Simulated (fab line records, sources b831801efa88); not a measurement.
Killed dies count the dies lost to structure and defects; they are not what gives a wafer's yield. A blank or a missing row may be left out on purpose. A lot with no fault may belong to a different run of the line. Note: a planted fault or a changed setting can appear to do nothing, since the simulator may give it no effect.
What tool caused it? | flow sky130 | 12 lots with 36 wafers sampled at 6 steps, on a route of 708 steps

## WHAT THE GAUGES SHOWED, per wafer
SKY_NWELL_RS_MEAS_31: measures by four-point-probe. Usual: PWDE_RS gives 5279 ohm/sq (standard deviation 16).
lot  | measured     | on            | PWDE_RS (ohm/sq) | flag
L109 | day 5 15:56  | film metro-01 | 5263 5234 5259   |
L111 | day 5 19:05  | film metro-04 | 5304 5315 5295   |
L113 | day 6 02:00  | film metro-01 | 5277 5270 5266   |
L115 | day 6 19:30  | film metro-04 | 5315 5290 5301   |
L116 | day 7 01:12  | film metro-04 | 5269 5277 5248   |
L123 | day 9 01:22  | film metro-04 | 5282 5294 5294   |
L126 | day 9 14:49  | film metro-03 | 5304 5296 5287   |
L127 | day 9 23:47  | film metro-04 | 5285 5253 5285   |
L128 | day 10 06:00 | film metro-01 | 5302 5296 5302   |
L129 | day 10 06:39 | film metro-04 | 5281 5287 5268   |
L131 | day 10 20:33 | film metro-01 | 5281 5240 5275   |
L132 | day 11 04:37 | film metro-04 | 5285 5256 5266   |

SKY_VT_ADJUST_HVTR_OVL_MEAS_08. Usual: VT_ADJUST_HVTR_OVL gives -0.1 nm (standard deviation 1.5).
lot  | measured     | on         | VT_ADJUST_HVTR_OVL (nm) | flag
L109 | day 9 21:11  | overlay-02 | -0.6 -1.0 -0.7          |
L111 | day 10 00:05 | overlay-01 | 0.8 0.4 -0.5            |
L113 | day 10 07:20 | overlay-01 | -3.8 -3.4 -2.5          |
L115 | day 11 04:56 | overlay-02 | 0.0 -0.1 -0.6           |
L116 | day 11 11:59 | overlay-02 | 2.7 1.7 0.8             |
L123 | day 13 21:32 | overlay-01 | -0.9 -0.5 -2.7          |
L126 | day 14 16:38 | overlay-02 | -0.5 0.4 1.0            |
L127 | day 15 01:47 | overlay-02 | -0.7 1.3 -1.4           |
L128 | day 15 09:41 | overlay-01 | -1.0 1.0 -0.8           |
L129 | day 15 10:01 | overlay-02 | 0.2 0.1 -1.1            |
L131 | day 16 03:56 | overlay-02 | 0.9 0.4 1.2             |
L132 | day 16 13:08 | overlay-01 | 0.2 0.5 1.4             |

SKY_LI_CONTACT_RS_MEAS_22: measures by four-point-probe. Usual: LI_CONTACT_W_RS gives 0.2846 ohm/sq (standard deviation 0.0028).
lot  | measured     | on            | LI_CONTACT_W_RS (ohm/sq) | flag
L109 | day 29 14:26 | film metro-04 | 0.2859 0.2835 0.2856     |
L111 | day 29 21:54 | film metro-02 | 0.2781 0.2805 0.2789     |
L113 | day 30 06:21 | film metro-04 | 0.3250 0.3217 0.3246     | OFF
L115 | day 31 05:01 | film metro-02 | 0.3233 0.3195 0.3237     | OFF
L116 | day 31 17:08 | film metro-04 | 0.3230 0.3199 0.3180     | OFF
L123 | day 34 06:04 | film metro-02 | 0.2863 0.2867 0.2838     |
L126 | day 34 19:52 | film metro-02 | 0.2895 0.2854 0.2829     |
L127 | day 35 03:42 | film metro-02 | 0.2862 0.2807 0.2816     |
L128 | day 35 09:32 | film metro-02 | 0.2845 0.2813 0.2882     |
L129 | day 35 12:07 | film metro-03 | 0.2829 0.2810 0.2839     |
L131 | day 36 03:31 | film metro-02 | 0.2820 0.2840 0.2854     |
L132 | day 36 10:44 | film metro-04 | 0.2884 0.2883 0.2858     |

SKY_LI_CONTACT_THK_MEAS_23: measures by xrf. Usual: LI_CONTACT_W_THK gives 403 nm (standard deviation 5.8).
lot  | measured     | on            | LI_CONTACT_W_THK (nm) | flag
L109 | day 29 14:33 | film metro-04 | 399 408 402           |
L111 | day 29 21:59 | film metro-02 | 415 408 413           |
L113 | day 30 06:28 | film metro-04 | 353 355 351           | OFF
L115 | day 31 05:07 | film metro-02 | 351 355 352           | OFF
L116 | day 31 17:14 | film metro-04 | 360 365 364           | OFF
L123 | day 34 06:11 | film metro-02 | 400 398 403           |
L126 | day 34 19:59 | film metro-02 | 391 403 404           |
L127 | day 35 03:48 | film metro-02 | 396 401 399           |
L128 | day 35 09:38 | film metro-02 | 395 402 388           |
L129 | day 35 12:14 | film metro-03 | 410 411 407           |
L131 | day 36 03:38 | film metro-02 | 400 398 396           |
L132 | day 36 10:50 | film metro-04 | 402 401 402           |

SKY_VIA1_CD_MEAS_12: target cd 150 nm. Usual: cd nm 150.0 nm, standard deviation 1.8.
lot  | measured     | on        | cd nm (nm)        | flag
L109 | day 34 09:43 | cd sem-02 | 148.8 150.7 149.1 |
L111 | day 34 14:21 | cd sem-02 | 153.0 153.3 151.7 |
L113 | day 34 23:55 | cd sem-01 | 147.2 146.6 147.4 |
L115 | day 35 20:46 | cd sem-01 | 152.1 150.6 150.0 |
L116 | day 36 07:46 | cd sem-01 | 149.8 147.6 149.0 |
L123 | day 38 18:16 | cd sem-01 | 149.3 149.4 149.2 |
L126 | day 39 08:11 | cd sem-02 | 151.4 151.9 149.8 |
L127 | day 39 16:04 | cd sem-02 | 151.8 149.4 148.9 |
L128 | day 39 21:14 | cd sem-01 | 148.7 149.9 148.0 |
L129 | day 39 22:39 | cd sem-02 | 148.5 149.8 149.4 |
L131 | day 40 15:34 | cd sem-01 | 146.9 149.1 147.8 |
L132 | day 40 23:13 | cd sem-01 | 148.4 146.4 146.9 |

## TOOL THAT RAN EACH LOT (tool first, then ch and the chambers of the sampled wafers, then the start)
lot  | SKY_LI_CONTACT_CVD_21
L109 | cvd w-02 ch 0,1, day 29 14:18
L111 | cvd w-02 ch 0,1, day 29 21:46
L113 | cvd w-02 ch 0, day 30 06:12
L115 | cvd w-02 ch 0,1, day 31 04:52
L116 | cvd w-02 ch 0,1, day 31 16:59
L123 | cvd w-02 ch 1, day 34 05:55
L126 | cvd w-02 ch 0,1, day 34 19:43
L127 | cvd w-02 ch 0,1, day 35 03:35
L128 | cvd w-02 ch 0,1, day 35 09:23
L129 | cvd w-02 ch 0,1, day 35 12:00
L131 | cvd w-01 ch 0,1, day 36 03:23
L132 | cvd w-01 ch 0,1, day 36 10:35
- SKY_LI_CONTACT_CVD_21: deposits W, target thk 400 nm, time 120.56 s.

## AS READ BY THE TOOLS THEMSELVES (means over the sampled wafers that have a number; for cases with no such wafer, the mark the record gives instead)
SKY_LI_CONTACT_CVD_21. Usual: chamber pressure Torr 40.00 Torr, standard deviation 0.089; heater power w 876 W, standard deviation 120.
lot  | tool     | chamber pressure Torr (Torr) | heater power w (W) | flag
L109 | cvd w-02 | 40.08                        | 789                |
L111 | cvd w-02 | 40.07                        | 794                |
L113 | cvd w-02 | 31.12                        | 779                | OFF
L115 | cvd w-02 | 31.08                        | 785                | OFF
L116 | cvd w-02 | 31.22                        | 789                | OFF
L123 | cvd w-02 | 40.07                        | 799                |
L126 | cvd w-02 | 39.96                        | 784                |
L127 | cvd w-02 | 40.07                        | 781                |
L128 | cvd w-02 | 40.09                        | 789                |
L129 | cvd w-02 | 39.99                        | 789                |
L131 | cvd w-01 | 40.02                        | 1039               |
L132 | cvd w-01 | 40.01                        | 1015               |

## THE ANSWER, worked out from the rows above alone
Rule: a lot is off if the mean of its wafers that have a number lies more than 3 standard deviations from the usual mean. Also off: a lot with no number at a reading for which 4 or more lots have one. All remaining lots with rows at the step are treated as sound. First the gauges in route order, then the tools' own readings, where a lot's mean is used as printed above. At the first step where some lot is off, the reading lying furthest off is the one used; lots without a number count as furthest.
Off: L113, L115, L116, at SKY_LI_CONTACT_RS_MEAS_22 (LI_CONTACT_W_RS).
If a tool, at a process step before that reading, ran all the lots that are off and no sound lot after the first of them, it fits. Not tried: the gauges at SKY_LI_CONTACT_RS_MEAS_22; whatever is off there is also off at SKY_LI_CONTACT_CVD_21, on other tools, and gauge error can't account for it. Not one of the candidates tried fits.

## WHAT HAD BEEN PUT IN BY THE SIMULATOR
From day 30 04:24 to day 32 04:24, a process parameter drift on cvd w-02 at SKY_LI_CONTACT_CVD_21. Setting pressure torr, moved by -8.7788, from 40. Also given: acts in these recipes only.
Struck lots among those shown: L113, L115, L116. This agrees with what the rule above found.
